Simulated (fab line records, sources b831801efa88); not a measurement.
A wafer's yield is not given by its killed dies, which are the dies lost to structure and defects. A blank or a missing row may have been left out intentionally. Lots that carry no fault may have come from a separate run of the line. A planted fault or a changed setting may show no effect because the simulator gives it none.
The tool behind it: which one? / flow sky130 / 11 lots, 33 wafers sampled, at 2 steps of a route of 708

== WHAT EACH GAUGE READ, for each wafer ==
SKY_POLY_GATE_THK_MEAS_01.
lot=L669; measured=day 13 15:49; on=filmMetro-02; POLY_GATE_CVD_00_THK (nm)=180.5 180.6 180.9
lot=L670; measured=day 13 22:14; on=filmMetro-01; POLY_GATE_CVD_00_THK (nm)=179.5 181.1 178.9
lot=L671; measured=day 14 21:41; on=filmMetro-03; POLY_GATE_CVD_00_THK (nm)=181.4 180.6 180.5
lot=L673; measured=day 16 21:32; on=filmMetro-03; POLY_GATE_CVD_00_THK (nm)=178.7 178.2 180.1
lot=L674; measured=day 16 23:04; on=filmMetro-03; POLY_GATE_CVD_00_THK (nm)=177.7 178.7 177.7
lot=L675; measured=day 17 10:42; on=filmMetro-03; POLY_GATE_CVD_00_THK (nm)=183.2 181.8 183.9
lot=L676; measured=day 17 15:45; on=filmMetro-02; POLY_GATE_CVD_00_THK (nm)=180.8 181.9 182.4
lot=L681; measured=day 19 04:05; on=filmMetro-03; POLY_GATE_CVD_00_THK (nm)=182.2 183.1 182.5
lot=L684; measured=day 20 07:12; on=filmMetro-02; POLY_GATE_CVD_00_THK (nm)=152.4 171.0 174.8
lot=L685; measured=day 20 05:40; on=filmMetro-01; POLY_GATE_CVD_00_THK (nm)=148.2 145.0 142.2
lot=L683; measured=day 20 07:13; on=filmMetro-03; POLY_GATE_CVD_00_THK (nm)=159.2 166.2 176.7

== TOOL THAT RAN EACH LOT (tool first, then ch and the chambers of the sampled wafers, then the start) ==
lot=L669; SKY_POLY_GATE_CVD_00=lpcvd-01 ch 1, day 13 14:37
lot=L670; SKY_POLY_GATE_CVD_00=lpcvd-01 ch 0, day 13 21:02
lot=L671; SKY_POLY_GATE_CVD_00=lpcvd-01 ch 1, day 14 20:29
lot=L673; SKY_POLY_GATE_CVD_00=lpcvd-01 ch 0, day 16 20:20
lot=L674; SKY_POLY_GATE_CVD_00=lpcvd-01 ch 1, day 16 21:52
lot=L675; SKY_POLY_GATE_CVD_00=lpcvd-01 ch 0, day 17 09:30
lot=L676; SKY_POLY_GATE_CVD_00=lpcvd-01 ch 0, day 17 13:56
lot=L681; SKY_POLY_GATE_CVD_00=lpcvd-01 ch 0, day 19 02:17
lot=L684; SKY_POLY_GATE_CVD_00=lpcvd-01 ch 1, day 20 06:00
lot=L685; SKY_POLY_GATE_CVD_00=lpcvd-01 ch 1, day 20 04:28
lot=L683; SKY_POLY_GATE_CVD_00=lpcvd-01 ch 0, day 20 06:00
- SKY_POLY_GATE_CVD_00: deposits poly-Si, target thk 180 nm, time 720 s.

== THE ANSWER, worked out from the rows above alone ==
Rule: usual is defined by the lots themselves. The widest of any qualifying gaps counts: lots, ordered by their means at a reading, are off when they make up no more than a third of the lots, leave a main group of 4 or more, and stand apart from it by 3 or more times the standard deviation of that group's means. A main group whose means are all the same, to the digits that the tables above print for the reading, isn't used. A lot without any number at a reading at which 4 lots or more have one is off too. The other lots that the step has rows for count as sound.
Off: L684, L685, L683, at SKY_POLY_GATE_THK_MEAS_01 (POLY_GATE_CVD_00_THK). The main group: mean 180.7 nm, standard deviation 1.6.
If a tool, at a process step before that reading, ran all the lots that are off and no sound lot after the first of them, it fits. The gauges at SKY_POLY_GATE_THK_MEAS_01 are tried like those tools. One candidate fits, namely lpcvd-01 at SKY_POLY_GATE_CVD_00. A fault onset in the window from L681 (day 19 02:17, its last sound lot) to L685 (day 20 04:28, its first lot off) fits.

== WHAT HAD BEEN PUT IN BY THE SIMULATOR ==
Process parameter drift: lpcvd-01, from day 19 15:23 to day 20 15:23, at SKY_POLY_GATE_CVD_00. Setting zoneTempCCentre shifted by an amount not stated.
Shown lots that were struck: L685, L684, L683. The rule given above showed the same thing.
